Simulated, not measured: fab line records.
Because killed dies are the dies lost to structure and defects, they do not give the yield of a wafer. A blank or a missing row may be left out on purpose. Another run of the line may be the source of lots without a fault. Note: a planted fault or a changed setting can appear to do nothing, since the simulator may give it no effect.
Matching of chambers :: flow gf180mcu :: 4 sister chambers for GF_V2_CMP_26 on cmp-02
The step polishes, stops on SiO2, t overpolish 15 s, target thk 0 nm. 14 wafers are shown with their chamber, then 7 later ones without.

WAFERS, EACH WITH ITS CHAMBER
wafer: L155.3
chamber: 1
time to endpoint s (s): 93
motor current A (A): 11.3
overpolish run s (s): 15.000

wafer: L155.4
chamber: 3
time to endpoint s (s): 85
motor current A (A): 9.9
overpolish run s (s): 15.007

wafer: L155.5
chamber: 2
time to endpoint s (s): 89
motor current A (A): 10.2
overpolish run s (s): 14.983

wafer: L156.2
chamber: 2
time to endpoint s (s): 86
motor current A (A): 10.2
overpolish run s (s): 15.004

wafer: L156.3
chamber: 0
time to endpoint s (s): 87
motor current A (A): 9.9
overpolish run s (s): 15.008

wafer: L156.6
chamber: 1
time to endpoint s (s): 93
motor current A (A): 10.1
overpolish run s (s): 14.992

wafer: L160.1
chamber: 3
time to endpoint s (s): 87
motor current A (A): 9.4
overpolish run s (s): 14.983

wafer: L160.3
chamber: 1
time to endpoint s (s): 90
motor current A (A): 10.4
overpolish run s (s): 15.005

wafer: L160.6
chamber: 1
time to endpoint s (s): 91
motor current A (A): 10.5
overpolish run s (s): 15.002

wafer: L170.1
chamber: 0
time to endpoint s (s): 83
motor current A (A): 10.3
overpolish run s (s): 14.990

wafer: L170.2
chamber: 3
time to endpoint s (s): 80
motor current A (A): 10.2
overpolish run s (s): 14.995

wafer: L170.4
chamber: 2
time to endpoint s (s): 81
motor current A (A): 10.8
overpolish run s (s): 14.989

wafer: L173.2
chamber: 1
time to endpoint s (s): 87
motor current A (A): 10.3
overpolish run s (s): 14.993

wafer: L173.4
chamber: 0
time to endpoint s (s): 81
motor current A (A): 10.1
overpolish run s (s): 15.007

SIGNATURES, as means of the wafers listed above
reading: time to endpoint s
chamber 0: 83.67
chamber 1: 90.80
chamber 2: 85.33
chamber 3: 84.00
scatter within a chamber: 3.2

reading: motor current A
chamber 0: 10.100
chamber 1: 10.520
chamber 2: 10.400
chamber 3: 9.833
scatter within a chamber: 0.387

reading: overpolish run s
chamber 0: 15.00167
chamber 1: 14.99840
chamber 2: 14.99200
chamber 3: 14.99500
scatter within a chamber: 0.00925
Rule: for each reading, subtract the chamber's mean from the wafer's reading, divide by that reading's scatter and square the result; add these up over the readings and take the root, which gives the wafer's distance from the chamber. The wafer belongs to the nearest chamber; if the next one is less than 2 further off, it can't be placed. The scatter is the square root of a quotient: the sum, over the shown wafers, of each reading's squared deviation from its chamber's mean, divided by wafers minus chambers.

WAFERS WITHOUT THEIR CHAMBER
wafer: L173.5
time to endpoint s (s): 83
motor current A (A): 10.0
overpolish run s (s): 15.007

wafer: L174.1
time to endpoint s (s): 82
motor current A (A): 11.5
overpolish run s (s): 15.000

wafer: L174.2
time to endpoint s (s): 83
motor current A (A): 9.9
overpolish run s (s): 14.997

wafer: L174.3
time to endpoint s (s): 85
motor current A (A): 10.4
overpolish run s (s): 15.004

wafer: L175.1
time to endpoint s (s): 86
motor current A (A): 10.8
overpolish run s (s): 14.997

wafer: L175.2
time to endpoint s (s): 87
motor current A (A): 11.0
overpolish run s (s): 14.991

wafer: L175.3
time to endpoint s (s): 83
motor current A (A): 10.0
overpolish run s (s): 15.006

WHICH CHAMBER EACH ONE RAN IN
wafer: L173.5
from the rows above: can't be placed: 0 or 3 or 2
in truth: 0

wafer: L174.1
from the rows above: can't be placed: 2 or 0 or 1 or 3
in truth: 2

wafer: L174.2
from the rows above: can't be placed: 3 or 0 or 2
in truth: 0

wafer: L174.3
from the rows above: can't be placed: 0 or 2 or 3 or 1
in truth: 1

wafer: L175.1
from the rows above: can't be placed: 2 or 1 or 0 or 3
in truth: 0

wafer: L175.2
from the rows above: can't be placed: 2 or 1 or 0 or 3
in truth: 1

wafer: L175.3
from the rows above: can't be placed: 0 or 3 or 2
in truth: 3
Placed correctly: 0 of 7. Cannot be placed on the basis of these rows: 7; the candidates contain the true chamber in 7. Placed wrongly: 0.
